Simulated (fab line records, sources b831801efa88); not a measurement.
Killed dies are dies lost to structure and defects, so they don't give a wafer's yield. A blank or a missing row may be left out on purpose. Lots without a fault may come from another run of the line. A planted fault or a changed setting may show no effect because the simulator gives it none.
Which tool did it? | flow sky130 | 13 lots, 39 wafers sampled, at 4 steps of a route of 708

WHAT THE GAUGES READ, wafer by wafer
SKY_VIA3_RS_MEAS_22: measures by four-point-probe.
lot  | measured     | on            | VIA3_W_RS (ohm/sq)
L946 | day 40 07:53 | film_metro-03 | 0.2858 0.2906 0.2907
L947 | day 40 16:43 | film_metro-03 | 0.2917 0.2905 0.2921
L949 | day 41 12:41 | film_metro-01 | 0.2915 0.2955 0.2911
L950 | day 41 20:52 | film_metro-04 | 0.2943 0.2940 0.2946
L951 | day 42 16:14 | film_metro-01 | 0.2936 0.2912 0.2914
L954 | day 42 22:05 | film_metro-01 | 0.2921 0.2926 0.2872
L956 | day 43 20:09 | film_metro-01 | 0.2906 0.2901 0.2911
L959 | day 44 17:20 | film_metro-04 | 0.2912 0.2893 0.2884
L960 | day 44 18:35 | film_metro-03 | 0.2938 0.2961 0.2941
L961 | day 44 18:59 | film_metro-03 | 0.2893 0.2952 0.2925
L963 | day 45 03:35 | film_metro-04 | 0.2969 0.2919 0.2905
L965 | day 45 19:23 | film_metro-01 | 0.2920 0.2895 0.2920
L966 | day 46 02:14 | film_metro-04 | 0.2917 0.3017 0.2894

SKY_METAL4_OVL_MEAS_14.
lot  | measured     | on         | METAL4_OVL (nm)
L946 | day 42 08:08 | overlay-02 | 4 8 -5
L947 | day 42 18:34 | overlay-01 | 3 4 -1
L949 | day 43 12:08 | overlay-01 | 6 4 4
L950 | day 43 19:58 | overlay-02 | 6 2 -4
L951 | day 44 14:40 | overlay-02 | 7 3 2
L954 | day 44 19:54 | overlay-02 | -2 3 -4
L956 | day 45 16:16 | overlay-01 | 4 5 4
L959 | day 46 12:54 | overlay-01 | 9 5 7
L960 | day 46 14:28 | overlay-02 | -1 10 8
L961 | day 46 15:01 | overlay-01 | 0 3 6
L963 | day 46 23:03 | overlay-01 | -5 -9 -9
L965 | day 47 12:57 | overlay-02 | 2 6 9
L966 | day 47 19:37 | overlay-01 | 3 6 11

SKY_VIA4_BOW_MEAS_03.
lot  | measured     | on            | VIA4_BOW (um)
L946 | day 42 09:38 | film_metro-02 | 77 89 84
L947 | day 42 20:17 | film_metro-03 | 76 73 77
L949 | day 43 13:38 | film_metro-02 | 90 82 83
L950 | day 43 21:28 | film_metro-02 | 75 93 90
L951 | day 44 16:11 | film_metro-02 | 79 76 83
L954 | day 44 21:47 | film_metro-02 | 83 83 85
L956 | day 45 17:46 | film_metro-04 | 79 77 75
L959 | day 46 14:32 | film_metro-02 | 102 93 66
L960 | day 46 16:01 | film_metro-02 | 90 80 87
L961 | day 46 16:38 | film_metro-03 | 86 92 92
L963 | day 47 00:34 | film_metro-02 | 79 85 79
L965 | day 47 14:27 | film_metro-03 | 74 80 81
L966 | day 47 21:19 | film_metro-02 | 98 87 87

WHICH TOOL RAN EACH LOT (tool, then ch and the chambers of the sampled wafers, then the start)
lot  | SKY_METAL4_COAT_07
L946 | litho_track-03 ch 0, day 41 20:46
L947 | litho_track-04 ch 0, day 42 05:23
L949 | litho_track-03 ch 0, day 42 23:46
L950 | litho_track-03 ch 0, day 43 07:43
L951 | litho_track-04 ch 0, day 44 03:02
L954 | litho_track-01 ch 0, day 44 08:26
L956 | litho_track-01 ch 0, day 45 04:46
L959 | litho_track-04 ch 0, day 46 01:43
L960 | litho_track-04 ch 0, day 46 03:11
L961 | litho_track-01 ch 0, day 46 03:50
L963 | litho_track-03 ch 0, day 46 12:44
L965 | litho_track-03 ch 0, day 47 02:23
L966 | litho_track-03 ch 0, day 47 09:44
- SKY_METAL4_COAT_07: resist thk 60 nm.

WHAT THE TOOLS THEMSELVES READ (means of the sampled wafers that have a number; where no wafer has one, the mark that the record gives instead)
SKY_METAL4_COAT_07.
lot  | tool           | exhaust_pa (Pa) | spin_speed_rpm (rpm)
L946 | litho_track-03 | 44.3            | 3001.7
L947 | litho_track-04 | 45.5            | 3002.8
L949 | litho_track-03 | 44.5            | 2998.3
L950 | litho_track-03 | 45.8            | 3000.7
L951 | litho_track-04 | 45.6            | 3001.1
L954 | litho_track-01 | 45.2            | 3002.9
L956 | litho_track-01 | 44.9            | 3000.7
L959 | litho_track-04 | 45.1            | 2941.2
L960 | litho_track-04 | 44.9            | 2940.7
L961 | litho_track-01 | 44.6            | 3001.4
L963 | litho_track-03 | 45.6            | 2999.9
L965 | litho_track-03 | 45.1            | 2999.2
L966 | litho_track-03 | 45.8            | 3001.7

THE ANSWER, worked out from the rows above alone
Rule: what is usual is taken from the lots themselves. Put in order of their means at a reading, lots are off if they are a third of the lots or fewer, leave a main group of 4 or more, and stand apart from it by a gap of 3 or more times the standard deviation of the main group's means; of several such gaps the widest counts. A main group whose means are all the same, to the digits that the tables above print for the reading, isn't used. A lot without any number at a reading at which 4 lots or more have one is off too. The other lots that the step has rows for count as sound. The gauges are gone through in route order, then the tools' own readings, and for those a lot's mean is taken as printed above. The first step at which some lot is off is used, and at that step the reading that is off furthest; a lot without a number counts as furthest.
Off: L959, L960, at SKY_METAL4_COAT_07 (spin_speed_rpm). The main group: mean 3000.9 rpm, standard deviation 1.3.
A tool fits if, at that step or a process step before it, it ran every lot that is off, and no sound lot after the first of them. One fits: litho_track-04 at SKY_METAL4_COAT_07. Its last sound lot is L951 (day 44 03:02), its first lot that is off L959 (day 46 01:43): a fault that began between those two fits.
The tool's own readings at SKY_METAL4_COAT_07 bear it out: on the lots that are off they differ by more than 5 times the standard deviation of the sound lots' means. spin_speed_rpm reads 2940.9 rpm there against 3000.9 rpm on the sound lots.

WHAT THE SIMULATOR HAD PUT IN
Process parameter drift: litho_track-04, from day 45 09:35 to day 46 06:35, at SKY_METAL4_COAT_07. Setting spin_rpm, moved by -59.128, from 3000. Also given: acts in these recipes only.
Lots struck among those shown: L959, L960. The rule above found the same.
